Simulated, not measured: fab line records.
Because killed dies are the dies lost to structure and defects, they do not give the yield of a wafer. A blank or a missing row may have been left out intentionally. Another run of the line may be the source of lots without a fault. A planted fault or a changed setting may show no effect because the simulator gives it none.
Chamber matching -- flow sky130 -- 3 sister chambers for SKY_CONTACT_CVD_00 on pecvd-01
The step deposits Si3N4, target thk 75 nm. 6 wafers are shown with their chamber, then 9 later ones without.

== EACH WAFER AND ITS CHAMBER ==
wafer,chamber,heater power w (W)
L088.1,1,675
L088.2,0,790
L088.3,2,574
L088.4,1,684
L088.5,2,590
L088.6,0,793

== WAFERS MISSING THEIR CHAMBER ==
wafer,heater power w (W)
L092.1,677
L092.3,734
L092.5,690
L094.3,617
L094.5,795
L094.6,658
L095.2,710
L095.4,700
L095.6,733

== CHAMBER TAKEN BY EACH ==
wafer,from the rows above,in truth
L092.1,1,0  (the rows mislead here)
L092.3,can't be placed: 1 or 0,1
L092.5,1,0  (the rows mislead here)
L094.3,2,2
L094.5,0,0
L094.6,1,1
L095.2,1,1
L095.4,1,1
L095.6,can't be placed: 1 or 0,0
Correct placement for 5 of the 9. Unplaceable from these rows: 2, with the true chamber sitting among the candidates in 2. Wrongly placed: 2.
How it was worked out, from the rows above alone: a wafer's distance from a chamber is the root of the sum, over the readings, of the square of ((its reading less the chamber's mean) divided by the reading's scatter). If the next closest chamber is less than 2 further off than the closest, the wafer can't be placed; otherwise it belongs to the closest. The mean given for a chamber averages the wafers shown for that chamber. How the scatter is found: for the shown wafers, subtract from each reading the mean of its chamber, square and add these, divide the total by (wafers less chambers), then take the root.
